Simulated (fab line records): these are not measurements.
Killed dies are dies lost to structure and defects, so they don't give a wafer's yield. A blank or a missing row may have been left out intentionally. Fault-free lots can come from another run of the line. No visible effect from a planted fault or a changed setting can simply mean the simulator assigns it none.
Comparing a struck lot with a sound one || flow gf180mcu || 15 out of 602 route steps
Sound: the wafers L341.1, L341.3, L341.4. Struck: wafers L357.2, L357.4, L357.5. The cause comes at the end.
Per side, at each step with rows, come the tool, then ch with its chambers, and then its first start. Under that, the readings that differ: sound wafers || struck wafers || difference of the means || sigmas: that difference in standard deviations of wafers without a fault.
alike: words and numbers the same on both sides, and readings whose means are apart by under 2 such deviations; not compared: readings that were withheld, readings missing a value for some wafer, numbers with overlapping values and no deviation given by the record, and bounds like >300 which may hide the same value.
A row with sigmas, a row that says differs or no value, or rows on one side alone: a step with any of these is where the two part. When numbers do not overlap yet have no deviation, they are printed without sigmas and do not part them. A reading missing from all wafers of one side parts the sides only when that side holds two or more wafers.

GF_PASSIVATION_CVD_00: deposits SiO2 from TEOS, target thk 1000 nm, time 111.95 s.
  sound on pecvd-04 ch 0,1,2, day 28 08:41; struck on pecvd-02 ch 0,1,2, day 32 20:49
  alike: heater power w, susceptor temp C
GF_PASSIVATION_THK_MEAS_01:
  struck on film metro-03, day 32 20:55; sound on film metro-01, day 28 08:46
  alike: PASSIVATION_CVD_00_THK
GF_PASSIVATION_CVD_02: deposits Si3N4, target thk 700 nm, time 486.18 s.
  sound on pecvd-03 ch 1,2, day 28 08:49; struck on pecvd-03 ch 0,2, day 32 20:58
  alike: heater power w, susceptor temp C
GF_PASSIVATION_THK_MEAS_03:
  struck on film metro-02, day 32 21:16; sound on film metro-01, day 28 09:07
{"reading": "PASSIVATION_CVD_02_THK (nm)", "sound": "679 680 688", "struck": "700 711 727", "difference": "+30", "sigmas": "+3"}
then, 7 steps without rows for these wafers: GF_PASSIVATION_DEHYDRATE_04 (time 60 s); GF_PASSIVATION_HMDS_05 (prime time 60 s); GF_PASSIVATION_COAT_06 (resist thk 4000 nm); GF_PASSIVATION_SOFTBAKE_07; GF_PASSIVATION_EXPOSE_08 (exposes mask Pad, target cd 40000 nm); GF_PASSIVATION_PEB_09; GF_PASSIVATION_DEVELOP_10 (develop time 60 s).
GF_PASSIVATION_ETCH_11: etches the open film in CF4/O2, stops on TiN, target depth 2040 nm, time 453.3 s.
  sound on rie diel-01 ch 0,2,3, day 29 04:04; struck on rie diel-01 ch 0,2,3, day 33 12:54
  alike: cf4 flow sccm, drypump motor current A, oes product au, throttle valve pct
  not compared: rf hours counter h
GF_PASSIVATION_STRIP_12: strips in O2/N2.
  sound on plasma asher-03 ch 0,1, day 29 04:20; struck on plasma asher-04 ch 0,1, day 33 13:10
{"reading": "oes product au (a.u.)", "sound": "0.720 0.713 0.728", "struck": "0.638 0.643 0.639", "difference": -0.080, "sigmas": -17}
{"reading": "strip time to endpoint s (s)", "sound": "32.6 32.5 33.0", "struck": "39.2 39.5 40.0", "difference": "+6.9", "sigmas": "+16"}
  alike: drypump motor current A, heater power w, n2 flow sccm
  not compared: rf hours counter h
then, 1 step without rows for these wafers: GF_PASSIVATION_ANNEAL_13 (time 1800 s).
GF_PASSIVATION_PROBE_99:
  record: rows for the struck wafers here (prober-01, day 33 15:02), none for the sound ones

WHERE THEY PART
First at GF_PASSIVATION_THK_MEAS_03; last, within this record, at GF_PASSIVATION_PROBE_99.

WHY: whatever the simulator had introduced
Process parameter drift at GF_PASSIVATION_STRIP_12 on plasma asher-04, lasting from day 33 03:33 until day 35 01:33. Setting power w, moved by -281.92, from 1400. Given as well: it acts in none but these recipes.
